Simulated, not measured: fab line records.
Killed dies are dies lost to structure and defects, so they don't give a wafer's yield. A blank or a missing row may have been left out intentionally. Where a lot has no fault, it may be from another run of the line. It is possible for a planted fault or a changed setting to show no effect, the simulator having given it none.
Tool commonality check + flow sky130 + Sample size 12 lots and 36 wafers

REASON IT WAS OPENED
SKY_SPACER_THK_MEAS_01, reading SPACER_CVD_00_THK: flagged on 2 of 12 lots. Wafers without a fault read 43.1 nm, standard deviation 0.39.
Rule: a lot is flagged in two cases, either no wafer of it has a number, or all its wafers with numbers fall more than 4 standard deviations from that mean. The rest of the lots are taken to be sound.

| lot  | measured     | on            | SPACER_CVD_00_THK (nm), wafer by wafer | flag    |
|------|--------------|---------------|----------------------------------------|---------|
| L928 | day 22 15:25 | film_metro-02 | 43.5 43.4 43.3                         |         |
| L930 | day 23 08:03 | film_metro-02 | 42.6 42.9 43.1                         |         |
| L931 | day 23 18:16 | film_metro-04 | 43.6 43.7 43.6                         |         |
| L932 | day 24 03:32 | film_metro-04 | 43.3 43.2 43.1                         |         |
| L933 | day 24 11:59 | film_metro-02 | 43.0 43.1 43.2                         |         |
| L934 | day 24 21:02 | film_metro-02 | 40.1 39.6 39.5                         | FLAGGED |
| L935 | day 25 11:41 | film_metro-02 | 39.2 40.1 40.0                         | FLAGGED |
| L944 | day 28 14:32 | film_metro-01 | 43.4 43.2 43.5                         |         |
| L945 | day 28 18:23 | film_metro-01 | 42.4 42.1 42.5                         |         |
| L946 | day 29 14:53 | film_metro-02 | 42.9 42.7 42.7                         |         |
| L949 | day 30 00:38 | film_metro-02 | 42.9 42.7 42.5                         |         |
| L950 | day 30 09:43 | film_metro-01 | 43.3 43.4 43.1                         |         |
The numbers of the flagged lots are 39.8 nm on average: -3.4 nm against the usual, or -9 standard deviations.

EACH LOT AND THE TOOL IT RAN ON
The record keeps 1 process step preceding the reading, out of 708 steps on the route. Read each cell as the tool, then ch plus the chambers that the sampled wafers visited, then the start.
| lot  | flag    | SKY_SPACER_CVD_00           |
|------|---------|-----------------------------|
| L928 |         | lpcvd-02 ch 0, day 22 14:12 |
| L930 |         | lpcvd-02 ch 1, day 23 06:49 |
| L931 |         | lpcvd-02 ch 1, day 23 17:03 |
| L932 |         | lpcvd-02 ch 1, day 24 02:20 |
| L933 |         | lpcvd-02 ch 0, day 24 10:47 |
| L934 | FLAGGED | lpcvd-02 ch 1, day 24 19:50 |
| L935 | FLAGGED | lpcvd-02 ch 0, day 25 10:29 |
| L944 |         | lpcvd-02 ch 0, day 28 12:44 |
| L945 |         | lpcvd-02 ch 0, day 28 16:34 |
| L946 |         | lpcvd-02 ch 1, day 29 13:40 |
| L949 |         | lpcvd-02 ch 1, day 29 23:26 |
| L950 |         | lpcvd-02 ch 0, day 30 08:30 |
What is done by these steps:
- SKY_SPACER_CVD_00: deposits Si3N4 from DCS/NH3, target thk 43.1 nm, time 740 s.
- SKY_SPACER_THK_MEAS_01

FLAGGED AGAINST TOTAL, ONE TOOL AT A TIME (gauges that did the reading follow at the end)
| step                   | tool          | lots run | flagged | share of the flagged lots | sound lots run after its first flagged lot |
|------------------------|---------------|----------|---------|---------------------------|--------------------------------------------|
| SKY_SPACER_CVD_00      | lpcvd-02      | 12       | 2       | all                       | 5 (L944,L945,L946,L949,L950)               |
| SKY_SPACER_THK_MEAS_01 | film_metro-01 | 3        | 0       | none                      | -                                          |
| SKY_SPACER_THK_MEAS_01 | film_metro-02 | 7        | 2       | all                       | 2 (L946,L949)                              |
| SKY_SPACER_THK_MEAS_01 | film_metro-04 | 2        | 0       | none                      | -                                          |

THE TABLE: WHAT IT ALLOWS
In 2 table rows, all flagged lots were run: lpcvd-02 (SKY_SPACER_CVD_00), film_metro-02 (SKY_SPACER_THK_MEAS_01).
- lpcvd-02 at SKY_SPACER_CVD_00: 2 of its 12 lots flagged. Lots that were sound ran on it after the first flagged one (L944, L945, L946, L949, L950); a persistent fault on the entire tool would not allow that.
- film_metro-02 at SKY_SPACER_THK_MEAS_01: 2 of its 7 lots flagged. Lots that were sound ran on it after the first flagged one (L946, L949); a persistent fault on the entire tool would not allow that.
None of the table's rows ran every flagged lot and, after the first, no sound lot.

WHAT HAD BEEN PUT IN BY THE SIMULATOR
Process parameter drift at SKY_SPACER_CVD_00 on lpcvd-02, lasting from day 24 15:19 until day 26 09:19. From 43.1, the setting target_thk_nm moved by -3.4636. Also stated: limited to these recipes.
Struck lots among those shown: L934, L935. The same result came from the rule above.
